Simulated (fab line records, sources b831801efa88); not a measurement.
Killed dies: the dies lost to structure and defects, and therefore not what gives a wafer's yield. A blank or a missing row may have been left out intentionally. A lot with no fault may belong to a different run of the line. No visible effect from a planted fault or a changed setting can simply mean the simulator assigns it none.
Shared-tool check    flow gf180mcu    Sample size 11 lots and 33 wafers

== REASON IT WAS OPENED ==
At GF_M2_RS_MEAS_05 the reading M2_ALCU_RS is flagged on 2 of 11 lots. Fault-free wafers read 0.0695 ohm/sq, with a standard deviation of 0.00092.
Rule: a lot is flagged in two cases, either no wafer of it has a number, or all its wafers with numbers fall more than 4 standard deviations from that mean. As for the other lots, they are considered sound.

lot   measured      on             M2_ALCU_RS (ohm/sq), wafer by wafer  flag
L511  day 18 00:38  film_metro-04  0.0690 0.0692 0.0686                 
L513  day 18 23:56  film_metro-01  0.0690 0.0697 0.0690                 
L514  day 19 09:02  film_metro-01  0.0692 0.0688 0.0699                 
L516  day 20 07:46  film_metro-01  0.0702 0.0704 0.0701                 
L517  day 20 14:42  film_metro-01  0.0695 0.0695 0.0707                 
L520  day 21 23:04  film_metro-04  0.0697 0.0695 0.0702                 
L521  day 22 01:28  film_metro-04  0.0675 0.0684 0.0675                 
L522  day 22 05:15  film_metro-03  0.0692 0.0701 0.0685                 
L523  day 22 16:09  film_metro-03  0.0691 0.0691 0.0683                 
L528  day 24 10:38  film_metro-03  0.0610 0.0612 0.0615                 FLAGGED
L529  day 24 22:10  film_metro-04  0.0612 0.0610 0.0615                 FLAGGED
The numbers of the flagged lots are 0.0612 ohm/sq on average: -0.0083 ohm/sq against the usual, or -9 standard deviations.

== LOT BY LOT: THE TOOL USED ==
The record holds 2 process steps before the reading, out of a route of 602 steps. Each cell gives the tool, then ch followed by the chambers the sampled wafers passed through, then the start.
lot   flag     GF_V1_SPUTTER_22              GF_M2_SPUTTER_02
L511           pvd_sputter-03, day 17 23:47  pvd_sputter-04, day 18 00:33
L513           pvd_sputter-03, day 18 23:05  pvd_sputter-01, day 18 23:51
L514           pvd_sputter-04, day 19 08:08  pvd_sputter-02, day 19 08:54
L516           pvd_sputter-04, day 20 06:54  pvd_sputter-01, day 20 07:40
L517           pvd_sputter-04, day 20 13:49  pvd_sputter-02, day 20 14:34
L520           pvd_sputter-03, day 21 22:13  pvd_sputter-04, day 21 22:58
L521           pvd_sputter-04, day 22 00:37  pvd_sputter-02, day 22 01:22
L522           pvd_sputter-02, day 22 04:22  pvd_sputter-01, day 22 05:07
L523           pvd_sputter-02, day 22 15:17  pvd_sputter-04, day 22 16:04
L528  FLAGGED  pvd_sputter-02, day 24 09:45  pvd_sputter-04, day 24 10:31
L529  FLAGGED  pvd_sputter-03, day 24 21:11  pvd_sputter-04, day 24 22:04
What is done by these steps:
- GF_V1_SPUTTER_22: material TiN, target thk 10 nm, time 40 s.
- GF_M2_SPUTTER_02: material AlCu, target thk 450 nm, time 23.9 s.
- GF_M2_RS_MEAS_05: measures by four-point-probe.

== FLAGGED AGAINST TOTAL, ONE TOOL AT A TIME (gauges that did the reading follow at the end) ==
step              tool            lots run  flagged  share of the flagged lots  sound lots run after its first flagged lot
GF_V1_SPUTTER_22  pvd_sputter-02  3         1        some                       0
GF_V1_SPUTTER_22  pvd_sputter-03  4         1        some                       0
GF_V1_SPUTTER_22  pvd_sputter-04  4         0        none                       -
GF_M2_SPUTTER_02  pvd_sputter-01  3         0        none                       -
GF_M2_SPUTTER_02  pvd_sputter-02  3         0        none                       -
GF_M2_SPUTTER_02  pvd_sputter-04  5         2        all                        0
GF_M2_RS_MEAS_05  film_metro-01   4         0        none                       -
GF_M2_RS_MEAS_05  film_metro-03   3         1        some                       0
GF_M2_RS_MEAS_05  film_metro-04   4         1        some                       0

== WHAT THE TABLE ALLOWS ==
1 row of the table ran every flagged lot: pvd_sputter-04 at GF_M2_SPUTTER_02.
- pvd_sputter-04 at GF_M2_SPUTTER_02: 2 of its 5 lots flagged. Last sound lot L523 at day 22 16:04, first flagged lot L528 at day 24 10:31; a fault beginning in between fits.
What remains is a single tool, pvd_sputter-04 at GF_M2_SPUTTER_02.

== WHAT THE SIMULATOR HAD PUT IN ==
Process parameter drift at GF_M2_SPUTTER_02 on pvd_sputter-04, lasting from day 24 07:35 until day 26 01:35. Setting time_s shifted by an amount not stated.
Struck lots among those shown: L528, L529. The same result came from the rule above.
